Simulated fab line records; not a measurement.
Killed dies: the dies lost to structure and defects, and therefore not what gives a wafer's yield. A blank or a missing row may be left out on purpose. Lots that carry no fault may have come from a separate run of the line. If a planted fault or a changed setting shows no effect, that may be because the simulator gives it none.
The tool behind it: which one?    flow sky130    24 lots, 72 wafers sampled, at 6 steps of a route of 708

== WHAT THE GAUGES READ, wafer by wafer ==
SKY_VIA1_BOW_MEAS_03. Usual: VIA1_BOW gives 79 um (standard deviation 6.6).
lot   measured      on             VIA1_BOW (um)  flag
L074  day 33 05:22  film metro-03  69 80 75       
L075  day 33 11:30  film metro-03  89 81 80       
L076  day 33 16:29  film metro-01  89 80 81       
L077  day 34 02:29  film metro-01  73 92 72       
L079  day 34 23:29  film metro-03  80 73 80       
L080  day 35 00:20  film metro-02  78 82 79       
L078  day 35 01:18  film metro-01  75 70 75       
L081  day 35 19:10  film metro-02  81 82 78       
L082  day 36 06:51  film metro-02  76 79 79       
L083  day 36 07:31  film metro-01  90 75 76       
L084  day 36 11:37  film metro-03  80 74 83       
L085  day 36 16:47  film metro-02  77 72 89       
L086  day 37 00:54  film metro-03  77 80 78       
L087  day 37 06:10  film metro-02  80 83 93       
L088  day 37 18:24  film metro-01  69 77 79       
L089  day 37 22:53  film metro-03  95 85 76       
L090  day 38 16:22  film metro-03  72 81 78       
L092  day 38 20:54  film metro-03  70 78 71       
L091  day 38 22:38  film metro-02  78 71 76       
L093  day 39 04:49  film metro-02  83 91 74       
L094  day 39 08:09  film metro-02  90 87 86       
L095  day 39 13:58  film metro-01  80 86 81       
L096  day 40 00:01  film metro-03  81 85 79       
L097  day 40 05:56  film metro-01  76 68 74       

SKY_METAL2_THK_MEAS_06: measures by xrf. Usual: METAL2_ALCU_THK gives 253 nm (standard deviation 3.6).
lot   measured      on             METAL2_ALCU_THK (nm)  flag
L074  day 34 09:38  film metro-02  246 250 250           
L075  day 34 16:11  film metro-02  252 249 251           
L076  day 34 20:22  film metro-04  257 255 257           
L077  day 35 06:59  film metro-04  256 251 252           
L079  day 36 03:55  film metro-01  249 250 250           
L080  day 36 04:54  film metro-04  249 251 251           
L078  day 36 06:14  film metro-04  252 250 251           
L081  day 36 23:11  film metro-02  253 253 250           
L082  day 37 10:33  film metro-02  255 254 253           
L083  day 37 11:44  film metro-04  256 253 255           
L084  day 37 15:11  film metro-01  250 252 251           
L085  day 37 20:17  film metro-01  246 248 245           
L086  day 38 04:32  film metro-04  251 251 252           
L087  day 38 10:59  film metro-04  259 254 258           
L088  day 38 21:58  film metro-01  253 255 252           
L089  day 39 04:10  film metro-01  246 251 247           
L090  day 39 18:41  film metro-04  253 254 253           
L092  day 39 22:48  film metro-02  252 253 256           
L091  day 40 00:34  film metro-04  259 259 263           
L093  day 40 07:38  film metro-02  251 250 249           
L094  day 40 10:49  film metro-04  256 257 256           
L095  day 40 16:38  film metro-04  257 254 256           
L096  day 41 01:57  film metro-04  255 261 255           
L097  day 41 08:05  film metro-02  258 258 260           

SKY_PASSIVATION_THK_MEAS_01. Usual: PASSIVATION_CVD_00_THK gives 90.1 nm (standard deviation 1.2).
lot   measured      on             PASSIVATION_CVD_00_THK (nm)  flag
L074  day 44 05:52  film metro-01  89.9 89.9 91.0               
L075  day 44 11:56  film metro-03  90.2 92.7 91.0               
L076  day 44 16:04  film metro-03  87.9 91.5 89.4               
L077  day 44 22:44  film metro-02  91.4 89.4 90.5               
L079  day 45 18:07  film metro-03  92.0 91.3 90.7               
L080  day 45 18:09  film metro-01  89.9 91.7 91.5               
L078  day 45 18:28  film metro-01  88.7 89.1 90.1               
L081  day 46 12:09  film metro-02  90.4 90.4 90.3               
L082  day 46 18:03  film metro-01  90.4 90.7 90.8               
L083  day 46 18:23  film metro-03  87.7 89.3 91.0               
L084  day 48 09:11  film metro-03  90.5 89.8 90.5               
L085  day 47 01:26  film metro-01  88.3 89.8 89.7               
L086  day 47 07:35  film metro-01  88.0 90.9 90.1               
L087  day 47 14:11  film metro-01  88.8 89.1 92.6               
L088  day 47 22:51  film metro-01  88.7 90.6 90.2               
L089  day 48 08:08  film metro-01  90.6 89.8 90.6               
L090  day 48 12:57  film metro-03  88.8 90.9 90.3               
L092  day 48 17:00  film metro-01  89.5 92.6 91.7               
L091  day 48 19:50  film metro-01  90.4 90.3 91.3               
L093  day 48 22:53  film metro-02  87.8 89.5 89.0               
L094  day 49 03:32  film metro-02  91.0 92.3 91.8               
L095  day 49 08:20  film metro-02  88.6 89.6 89.2               
L096  day 49 14:27  film metro-01  89.4 88.0 88.6               
L097  day 49 17:55  film metro-02  87.8 91.2 89.9               

== WHAT TOOL EACH LOT RAN ON (gives the tool, then ch and the chambers of the sampled wafers, and finally the start) ==
lot   SKY_VIA1_ETCH_14                    SKY_VIA1_STRIP_16                     SKY_VIA2_CMP_24
L074  rie diel-04 ch 0,1,2, day 34 08:03  plasma asher-03 ch 0, day 34 08:08    cmp-02 ch 1,3, day 36 16:32
L075  rie diel-02 ch 0,2,3, day 34 14:35  plasma asher-02 ch 0,1, day 34 14:41  cmp-01 ch 2,3, day 37 00:18
L076  rie diel-04 ch 0,2, day 34 18:46    plasma asher-02 ch 0, day 34 18:52    cmp-01 ch 0,1,3, day 37 03:53
L077  rie diel-02 ch 0,2, day 35 05:25    plasma asher-04 ch 0,1, day 35 05:29  cmp-02 ch 1,3, day 37 13:43
L079  rie diel-03 ch 0,1,3, day 36 02:18  plasma asher-02 ch 0,1, day 36 02:25  cmp-01 ch 1,2,3, day 38 10:51
L080  rie diel-02 ch 0,1, day 36 03:13    plasma asher-03 ch 0,1, day 36 03:17  cmp-01 ch 1,2, day 38 12:16
L078  rie diel-03 ch 0,1,3, day 36 04:40  plasma asher-04 ch 0,1, day 36 04:44  cmp-02 ch 0,2,3, day 38 13:04
L081  rie diel-03 ch 2,3, day 36 21:37    plasma asher-03 ch 0,1, day 36 21:41  cmp-02 ch 0,1,3, day 39 06:22
L082  rie diel-02 ch 1,2,3, day 37 08:58  plasma asher-04 ch 0,1, day 37 09:04  cmp-01 ch 0,1,3, day 39 15:07
L083  rie diel-02 ch 0,1,3, day 37 10:10  plasma asher-02 ch 1, day 37 10:14    cmp-01 ch 0,1,2, day 39 17:00
L084  rie diel-03 ch 0,2,3, day 37 13:37  plasma asher-03 ch 0,1, day 37 13:41  cmp-01 ch 0,1,2, day 39 21:12
L085  rie diel-03 ch 1,3, day 37 18:43    plasma asher-02 ch 0,1, day 37 18:47  cmp-02 ch 2,3, day 40 01:14
L086  rie diel-02 ch 0,2,3, day 38 02:58  plasma asher-02 ch 0, day 38 03:02    cmp-02 ch 1,2, day 40 09:16
L087  rie diel-02 ch 1,2, day 38 09:25    plasma asher-03 ch 0,1, day 38 09:29  cmp-02 ch 0,3, day 40 14:44
L088  rie diel-04 ch 1,2, day 38 20:21    plasma asher-03 ch 0,1, day 38 20:26  cmp-01 ch 1,2,3, day 41 01:23
L089  rie diel-04 ch 1,2, day 39 00:15    plasma asher-04 ch 0,1, day 39 00:20  cmp-01 ch 0,1,2, day 41 08:25
L090  rie diel-02 ch 0,2, day 39 17:04    plasma asher-03 ch 0,1, day 39 17:10  cmp-02 ch 2,3, day 41 21:40
L092  rie diel-04 ch 1,3, day 39 21:10    plasma asher-02 ch 0,1, day 39 21:14  cmp-01 ch 0,1,3, day 42 01:50
L091  rie diel-04 ch 1,2,3, day 39 22:51  plasma asher-02 ch 0,1, day 39 22:56  cmp-01 ch 0,1, day 42 03:41
L093  rie diel-04 ch 0,1,2, day 40 05:55  plasma asher-03 ch 1, day 40 06:01    cmp-02 ch 0,2, day 42 10:26
L094  rie diel-02 ch 1,2,3, day 40 09:07  plasma asher-02 ch 1, day 40 09:13    cmp-02 ch 0,1,3, day 42 13:05
L095  rie diel-04 ch 1,2,3, day 40 15:01  plasma asher-04 ch 0,1, day 40 15:07  cmp-01 ch 1,2,3, day 42 19:30
L096  rie diel-03 ch 0,3, day 41 00:22    plasma asher-02 ch 0,1, day 41 00:28  cmp-01 ch 1,2,3, day 43 04:17
L097  rie diel-04 ch 1,2,3, day 41 06:16  plasma asher-02 ch 0,1, day 41 06:20  cmp-01 ch 1,3, day 43 09:55
- SKY_VIA1_ETCH_14: etches BARC in N2/H2, stops on SiO2, time 45.9 s, target depth 60 nm.
- SKY_VIA1_STRIP_16: strips in O2/N2.
- SKY_VIA2_CMP_24: polishes, stops on SiO2, t overpolish 20 s, target thk 0 nm.

== AS READ BY THE TOOLS THEMSELVES (means over the sampled wafers that have a number; for cases with no such wafer, the mark the record gives instead) ==
SKY_VIA1_ETCH_14. Usual: drypump motor current A 5.7 A, standard deviation 0.43; oes product au 0.850 a.u., standard deviation 0.0042; throttle valve pct 13.224 %, standard deviation 0.0095.
lot   tool         drypump motor current A (A)  oes product au (a.u.)  throttle valve pct (%)  flag
L074  rie diel-04  5.6                          0.853                  13.221                  
L075  rie diel-02  6.0                          0.849                  13.225                  
L076  rie diel-04  5.1                          0.851                  13.229                  
L077  rie diel-02  5.8                          0.848                  13.226                  
L079  rie diel-03  5.5                          0.850                  13.226                  
L080  rie diel-02  6.0                          0.851                  13.219                  
L078  rie diel-03  5.5                          0.849                  13.227                  
L081  rie diel-03  5.7                          0.850                  13.230                  
L082  rie diel-02  6.2                          0.851                  13.222                  
L083  rie diel-02  6.1                          0.848                  13.228                  
L084  rie diel-03  5.7                          0.847                  13.222                  
L085  rie diel-03  5.3                          0.849                  13.224                  
L086  rie diel-02  6.0                          0.849                  13.226                  
L087  rie diel-02  6.1                          0.851                  13.230                  
L088  rie diel-04  5.8                          0.850                  13.225                  
L089  rie diel-04  6.0                          0.847                  13.225                  
L090  rie diel-02  5.8                          0.850                  13.218                  
L092  rie diel-04  5.9                          0.851                  13.222                  
L091  rie diel-04  5.7                          0.850                  13.217                  
L093  rie diel-04  5.5                          0.851                  13.227                  
L094  rie diel-02  6.2                          0.851                  13.223                  
L095  rie diel-04  5.7                          0.850                  13.223                  
L096  rie diel-03  5.7                          0.853                  13.216                  
L097  rie diel-04  5.7                          0.852                  13.230                  

SKY_VIA1_STRIP_16. Usual: drypump motor current A 5.89 A, standard deviation 0.29; oes product au 0.415 a.u., standard deviation 0.0047; strip time to endpoint s 4.473 s, standard deviation 0.027.
lot   tool             drypump motor current A (A)  oes product au (a.u.)  strip time to endpoint s (s)  flag
L074  plasma asher-03  5.95                         0.414                  4.468                         
L075  plasma asher-02  5.89                         0.414                  4.452                         
L076  plasma asher-02  5.69                         0.419                  4.494                         
L077  plasma asher-04  5.59                         0.413                  4.438                         
L079  plasma asher-02  6.08                         0.413                  4.453                         
L080  plasma asher-03  6.06                         0.414                  4.447                         
L078  plasma asher-04  5.58                         0.415                  4.489                         
L081  plasma asher-03  6.02                         0.409                  4.465                         
L082  plasma asher-04  5.58                         0.418                  4.460                         
L083  plasma asher-02  6.23                         0.412                  4.454                         
L084  plasma asher-03  6.01                         0.416                  4.451                         
L085  plasma asher-02  6.06                         0.413                  4.469                         
L086  plasma asher-02  5.69                         0.416                  4.465                         
L087  plasma asher-03  6.07                         0.419                  4.493                         
L088  plasma asher-03  6.06                         0.416                  4.517                         
L089  plasma asher-04  5.45                         0.419                  4.492                         
L090  plasma asher-03  6.00                         0.410                  4.438                         
L092  plasma asher-02  6.03                         0.417                  4.499                         
L091  plasma asher-02  5.88                         0.414                  4.480                         
L093  plasma asher-03  6.10                         0.420                  4.518                         
L094  plasma asher-02  6.25                         0.419                  4.497                         
L095  plasma asher-04  5.46                         0.414                  4.489                         
L096  plasma asher-02  6.07                         0.417                  4.457                         
L097  plasma asher-02  6.04                         0.416                  4.497                         

SKY_VIA2_CMP_24. Usual: motor current A 11.7 A, standard deviation 1; overpolish run s 20.001 s, standard deviation 0.009; retaining ring pressure frac 1.000, standard deviation 0.0053; time to endpoint s 102 s, standard deviation 3.8.
lot   tool    motor current A (A)  overpolish run s (s)  retaining ring pressure frac  time to endpoint s (s)  flag
L074  cmp-02  11.0                 19.998                1.003                         105                     
L075  cmp-01  11.6                 20.001                1.000                         105                     
L076  cmp-01  12.1                 20.002                1.002                         102                     
L077  cmp-02  11.0                 20.002                1.005                         101                     
L079  cmp-01  12.1                 19.999                1.000                         103                     
L080  cmp-01  12.0                 20.011                1.000                         102                     
L078  cmp-02  11.8                 19.999                1.002                         104                     
L081  cmp-02  11.7                 19.994                0.999                         100                     
L082  cmp-01  12.0                 19.995                1.006                         97                      
L083  cmp-01  12.4                 20.000                0.996                         95                      
L084  cmp-01  12.2                 20.008                0.995                         101                     
L085  cmp-02  11.7                 20.008                1.001                         99                      
L086  cmp-02  10.3                 20.017                1.002                         106                     
L087  cmp-02  12.4                 20.007                0.996                         98                      
L088  cmp-01  11.9                 20.000                1.001                         98                      
L089  cmp-01  12.0                 19.989                1.003                         104                     
L090  cmp-02  11.5                 19.999                0.992                         99                      
L092  cmp-01  12.2                 20.005                0.997                         103                     
L091  cmp-01  12.3                 19.993                1.001                         105                     
L093  cmp-02  10.6                 20.007                1.001                         100                     
L094  cmp-02  11.5                 19.998                1.001                         101                     
L095  cmp-01  12.1                 19.987                1.001                         106                     
L096  cmp-01  12.2                 20.002                1.004                         103                     
L097  cmp-01  11.9                 19.995                1.001                         108                     

== THE ANSWER, worked out from the rows above alone ==
Rule: take the mean of a lot's wafers that have a number; if it is more than 3 standard deviations from the usual mean, the lot is off. A lot without any number at a reading at which 4 lots or more have one is off too. Any other lot the step has rows for is counted as sound. After the gauges, taken in route order, come the tools' own readings; for these a lot's mean is taken, as printed above. At the first step where some lot is off, the reading lying furthest off is the one used; lots without a number count as furthest.
Across all readings shown, no lot is off: no conclusion can be drawn from this.

== WHAT THE SIMULATOR HAD PUT IN ==
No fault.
